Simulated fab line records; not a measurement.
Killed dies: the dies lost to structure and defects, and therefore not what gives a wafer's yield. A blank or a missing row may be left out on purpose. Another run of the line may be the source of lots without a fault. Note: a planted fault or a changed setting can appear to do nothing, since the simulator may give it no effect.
Matching of chambers || flow sky130 || 4 sister chambers for SKY_LI_CONTACT_CMP_24 on cmp-01
The step polishes, stops on PSG, t overpolish 20 s, target thk 0 nm. 8 wafers are shown with their chamber, then 7 later ones without.

## WAFERS WITH THEIR CHAMBER
{"wafer": "L105.2", "chamber": 0, "motorCurrentA (A)": 10.7, "overpolishRunS (s)": 20.013}
{"wafer": "L108.2", "chamber": 3, "motorCurrentA (A)": 14.2, "overpolishRunS (s)": 19.998}
{"wafer": "L108.6", "chamber": 3, "motorCurrentA (A)": 13.4, "overpolishRunS (s)": 20.017}
{"wafer": "L110.2", "chamber": 0, "motorCurrentA (A)": 10.3, "overpolishRunS (s)": 20.028}
{"wafer": "L110.3", "chamber": 2, "motorCurrentA (A)": 12.9, "overpolishRunS (s)": 20.000}
{"wafer": "L109.3", "chamber": 1, "motorCurrentA (A)": 13.5, "overpolishRunS (s)": 20.006}
{"wafer": "L109.4", "chamber": 2, "motorCurrentA (A)": 12.3, "overpolishRunS (s)": 20.011}
{"wafer": "L109.6", "chamber": 1, "motorCurrentA (A)": 12.8, "overpolishRunS (s)": 19.983}

## WAFERS WITHOUT THEIR CHAMBER
{"wafer": "L112.2", "motorCurrentA (A)": 12.5, "overpolishRunS (s)": 19.993}
{"wafer": "L112.3", "motorCurrentA (A)": 13.6, "overpolishRunS (s)": 20.001}
{"wafer": "L112.4", "motorCurrentA (A)": 10.7, "overpolishRunS (s)": 20.009}
{"wafer": "L119.3", "motorCurrentA (A)": 13.2, "overpolishRunS (s)": 19.997}
{"wafer": "L119.6", "motorCurrentA (A)": 10.3, "overpolishRunS (s)": 20.008}
{"wafer": "L121.3", "motorCurrentA (A)": 13.7, "overpolishRunS (s)": 19.982}
{"wafer": "L121.5", "motorCurrentA (A)": 13.3, "overpolishRunS (s)": 20.011}

## WHICH CHAMBER EACH ONE RAN IN
{"wafer": "L112.2", "from the rows above": "can't be placed: 2 or 1", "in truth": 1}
{"wafer": "L112.3", "from the rows above": "can't be placed: 3 or 1 or 2", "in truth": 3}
{"wafer": "L112.4", "from the rows above": 0, "in truth": 0}
{"wafer": "L119.3", "from the rows above": "can't be placed: 1 or 2 or 3", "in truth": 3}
{"wafer": "L119.6", "from the rows above": 0, "in truth": 0}
{"wafer": "L121.3", "from the rows above": "can't be placed: 1 or 3 or 2", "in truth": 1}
{"wafer": "L121.5", "from the rows above": "can't be placed: 3 or 1 or 2", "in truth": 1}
Correct placement for 2 of the 7. These rows do not allow placing 5 (true chamber among the candidates in 5). 0 placed wrongly.
How it was worked out, from the rows above alone: a wafer's distance from a chamber is the root of the sum, over the readings, of the square of ((its reading less the chamber's mean) divided by the reading's scatter). The wafer belongs to the nearest chamber; if the next one is less than 2 further off, it can't be placed. Each chamber's mean is taken over the wafers shown for it. The scatter is the square root of a quotient: the sum, over the shown wafers, of each reading's squared deviation from its chamber's mean, divided by wafers minus chambers.
